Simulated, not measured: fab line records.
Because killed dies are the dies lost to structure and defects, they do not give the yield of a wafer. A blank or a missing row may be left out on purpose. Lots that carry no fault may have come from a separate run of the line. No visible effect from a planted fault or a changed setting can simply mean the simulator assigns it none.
The same fault as seen by 2 desks    flow sky130    only its own numbers are on each desk; what lay behind them is given at the end

## AT THE METROLOGY DESK
Means of the sampled wafers that have a number, per lot and without regard to the tool the lot ran on: this is what the gauges read. Marked OUT: a lot whose mean sits more than 4 standard deviations from the usual mean, which makes it out of limits; the brackets give that distance.
Columns: A = METAL2_ALCU_THK at SKY_METAL2_THK_MEAS_06, usual 244 nm
lot   first seen here  A
L925  day 33 21:00     248
L924  day 33 21:08     242
L926  day 35 13:16     244
L929  day 38 22:33     243
L930  day 38 22:52     242
L935  day 38 23:10     242
L931  day 39 00:10     247
L934  day 39 00:17     243
L932  day 39 00:28     249
L936  day 39 02:57     245
L937  day 39 05:41     241
L939  day 39 06:56     247
L940  day 39 08:08     246
This desk's finding: nothing out of limits on any of the 13 lots.

## DESK OF THE TOOL OWNER: cmp-02
The tool's own readings at SKY_VIA1_CMP_24 (polishes, stops on SiO2, t overpolish 15 s, target thk 0 nm): means of the sampled wafers that have a number, for each lot that ran on this tool. Marked OUT: a lot whose mean sits more than 4 standard deviations from the usual mean, which makes it out of limits; the brackets give that distance.
Columns: A = motor-current-A at SKY_VIA1_CMP_24, usual 10.9 A; B = overpolish-run-s at SKY_VIA1_CMP_24, usual 14.999 s; C = time-to-endpoint-s at SKY_VIA1_CMP_24, usual 65 s
lot   first seen here  A     B       C
L924  day 33 20:37     9.9   15.002  61
L926  day 35 12:43     10.5  15.001  68
L929  day 38 21:59     10.7  14.995  71
L930  day 38 22:17     10.3  15.000  65
L935  day 38 22:38     10.6  14.991  63
L931  day 38 23:37     10.2  15.004  64
L932  day 39 00:01     10.2  15.002  64
L936  day 39 02:23     10.9  15.003  67
L937  day 39 05:08     10.3  15.010  67
L939  day 39 06:26     9.9   15.000  58
L940  day 39 07:38     10.4  14.991  53
This desk's finding: nothing out of limits on any of the 11 lots.

## TAKEN TOGETHER
The metrology desk saw nothing out of limits.
The desk of the tool owner found nothing out of limits.

## WHAT THE SIMULATOR HAD INSERTED
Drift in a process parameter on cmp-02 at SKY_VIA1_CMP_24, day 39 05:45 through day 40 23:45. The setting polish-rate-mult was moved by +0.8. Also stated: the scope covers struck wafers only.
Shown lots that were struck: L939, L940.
